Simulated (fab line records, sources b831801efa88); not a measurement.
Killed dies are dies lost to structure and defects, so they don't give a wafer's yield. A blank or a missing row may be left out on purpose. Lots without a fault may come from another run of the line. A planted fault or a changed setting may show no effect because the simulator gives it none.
A struck lot beside a sound one | flow gf180mcu | 39 steps out of a route of 602
Sound: wafers L172.1, L172.2, L172.4. Struck: wafers L190.1, L190.3, L190.6. The cause comes at the end.
At each step with rows: each side's tool, then ch and its chambers, then its first start. Under that, the readings that differ: sound wafers | struck wafers | difference of the means | sigmas: that difference in standard deviations of wafers without a fault.
alike: readings whose means differ by less than 2 such deviations, and words and numbers that are the same on both sides. not compared: withheld readings, readings that some wafer has no value for, bounds like >300 that may hide the same value, and numbers for which the record gives no deviation and whose values overlap.
The two part at a step that has a row with sigmas, a row that says differs or no value, or rows on one side only. Numbers that don't overlap but have no deviation are shown without sigmas and don't part them. A reading that every wafer of one side lacks parts them only if that side has two wafers or more.

first, 4 steps without rows for these wafers: GF_M2_SOFTBAKE_10 (time 60 s); GF_M2_EXPOSE_11 (exposes mask Metal2, target cd 280 nm); GF_M2_PEB_12 (peb time 90 s); GF_M2_DEVELOP_13 (develop time 60 s).
GF_M2_CD_MEAS_14: target cd 280 nm.
  sound on cd_sem-02, day 19 15:14; struck on cd_sem-01, day 26 03:42
  alike: cd_nm
GF_M2_OVL_MEAS_15:
  sound on overlay-02, day 19 15:22; struck on overlay-02, day 26 03:49
  alike: M2_OVL
GF_M2_METAL_ETCH_16: etches the open film in Cl2/BCl3, stops on SiO2, target depth 750.8 nm, time 125.1 s.
  sound on rie_metal-01 ch 0,1, day 19 15:24; struck on rie_metal-01 ch 0, day 26 03:52
  alike: drypump_motor_current_A, he_backside_leak_sccm, oes_product_au, throttle_valve_pct
  not compared: rf_hours_counter_h
GF_M2_STRIP_17: strips in O2/N2.
  sound on plasma_asher-02 ch 0,1, day 19 15:32; struck on plasma_asher-02 ch 0,1, day 26 03:59
  alike: drypump_motor_current_A, heater_power_w, oes_product_au, strip_time_to_endpoint_s
  not compared: rf_hours_counter_h
then, 3 steps without rows for these wafers: GF_M2_STRIP_18 (strips in post etch residue remover, time 1200 s); GF_M2_CLEAN_19 (cleans in DIW); GF_V2_CVD_00 (deposits SiO2, target thk 600 nm, time 100 s).
GF_V2_THK_MEAS_01:
  sound on film_metro-03, day 19 16:08; struck on film_metro-03, day 26 04:35
  alike: V2_CVD_00_THK
GF_V2_CVD_02: deposits SiO2 from TEOS, target thk 850 nm, time 94.851 s.
  sound on pecvd-03 ch 1,2, day 19 16:11; struck on pecvd-03 ch 0,2, day 26 04:39
  reading                             | sound             | struck            | difference | sigmas
  model.SiO2_of_V2_CVD_02.thk_nm (nm) | 833.3 820.6 830.5 | 574.5 592.7 597.8 | -239.8     |
  alike: heater_power_w
GF_V2_THK_MEAS_03:
  sound on film_metro-01, day 19 16:16; struck on film_metro-04, day 26 04:43
  reading            | sound       | struck      | difference | sigmas
  V2_CVD_02_THK (nm) | 834 821 831 | 574 593 598 | -240       | -24
then, 1 step without rows for these wafers: GF_V2_CMP_04 (polishes SiO2).
GF_V2_BOW_MEAS_05:
  sound on film_metro-04, day 19 16:37; struck on film_metro-03, day 26 05:05
  alike: V2_BOW
then, 8 steps without rows for these wafers: GF_V2_DEHYDRATE_06 (time 60 s); GF_V2_HMDS_07 (prime time 60 s); GF_V2_COAT_08; GF_V2_COAT_09 (resist thk 1000 nm); GF_V2_SOFTBAKE_10 (time 60 s); GF_V2_EXPOSE_11 (exposes mask Via2, target cd 260 nm); GF_V2_PEB_12 (peb time 90 s); GF_V2_DEVELOP_13 (develop time 60 s).
GF_V2_CD_MEAS_14: target cd 260 nm.
  sound on cd_sem-01, day 20 17:20; struck on cd_sem-01, day 27 02:15
  alike: cd_nm
GF_V2_OVL_MEAS_15:
  sound on overlay-01, day 20 17:27; struck on overlay-01, day 27 02:22
  alike: V2_OVL
then, 1 step without rows for these wafers: GF_V2_ETCH_16 (etches BARC in N2/H2).
GF_V2_ETCH_17: etches SiO2 in C4F8/O2/Ar, stops on TiN, target depth 630 nm.
  sound on rie_diel-01 ch 0,1,3; struck on rie_diel-01 ch 1,2
  reading                        | sound             | struck            | difference | sigmas
  oes_product_au (a.u.)          | 0.863 0.866 0.856 | 0.812 0.818 0.823 | -0.044     | -10
  model.etch.depth_nm (nm)       | 633.5 634.3 634.5 | 574.5 592.7 597.8 | -45.8      |
  model.V2.feature_depth_nm (nm) | 633.5 634.3 634.5 | 574.5 592.7 597.8 | -45.8      |
GF_V2_STRIP_18: strips in O2/N2.
  sound on plasma_asher-01 ch 0,1, day 20 17:37; struck on plasma_asher-03 ch 1, day 27 02:32
  alike: drypump_motor_current_A, heater_power_w, oes_product_au
  not compared: rf_hours_counter_h
then, 3 steps without rows for these wafers: GF_V2_STRIP_19 (strips in post etch residue remover, time 1200 s); GF_V2_CLEAN_20 (cleans in DIW); GF_V2_SPUTTER_21 (material Ti, target thk 15 nm, time 80.02 s).
GF_V2_SPUTTER_22: material TiN, target thk 10 nm, time 40 s.
  sound on pvd_sputter-02, day 20 18:13; struck on pvd_sputter-02, day 27 03:08
  alike: throttle_valve_pct
then, 1 step without rows for these wafers: GF_V2_CVD_23 (deposits W, target thk 350 nm, time 104.94 s).
GF_V2_RS_MEAS_24: measures by four-point-probe.
  sound on film_metro-03, day 20 18:22; struck on film_metro-03, day 27 03:17
  reading          | sound             | struck            | difference | sigmas
  V2_W_RS (ohm/sq) | 0.327 0.330 0.332 | 0.324 0.321 0.325 | -0.006     | -2
GF_V2_THK_MEAS_25: measures by xrf.
  sound on film_metro-03, day 20 18:29; struck on film_metro-03, day 27 03:24
  alike: V2_W_THK
GF_V2_CMP_26: polishes, stops on SiO2, t overpolish 15 s, target thk 0 nm.
  sound on cmp-02 ch 0,1,2, day 20 18:33; struck on cmp-01 ch 0,1, day 27 03:45
  reading                             | sound             | struck            | difference | sigmas
  model.SiO2_of_V2_CVD_02.thk_nm (nm) | 629.7 630.5 630.8 | 570.7 588.9 594.1 | -45.8      |
  alike: edge_zone_pressure_frac, head_pressure_psi, motor_current_A, overpolish_run_s, slurry_flow_ml_min, time_to_endpoint_s
GF_M3_SPUTTER_00: material Ti, target thk 37.5 nm, time 150 s.
  sound on pvd_sputter-04, day 20 18:51; struck on pvd_sputter-03, day 27 04:03
  alike: throttle_valve_pct
-- the record jumps here: 7 days lie between the struck wafers' starts before and after (it left off in module M3 and takes up again in module PASSIVATION, whose first step shown is number 602 of the route) --
GF_PASSIVATION_PROBE_99:
  sound on prober-01, day 29 11:16; struck on prober-02, day 34 08:11
  reading                               | sound                | struck               | difference | sigmas
  model.etest.met3_comb.leak_log10_a_um | -11.78 -12.14 -11.88 | -7.102 -7.144 -7.123 | +4.810     |

WHERE THEY PART
First at GF_V2_THK_MEAS_03; last, within this record, at GF_V2_RS_MEAS_24. Later steps at which nothing parts them and some readings are alike: GF_V2_THK_MEAS_25, GF_V2_CMP_26, GF_M3_SPUTTER_00.

WHY: what the simulator had put in
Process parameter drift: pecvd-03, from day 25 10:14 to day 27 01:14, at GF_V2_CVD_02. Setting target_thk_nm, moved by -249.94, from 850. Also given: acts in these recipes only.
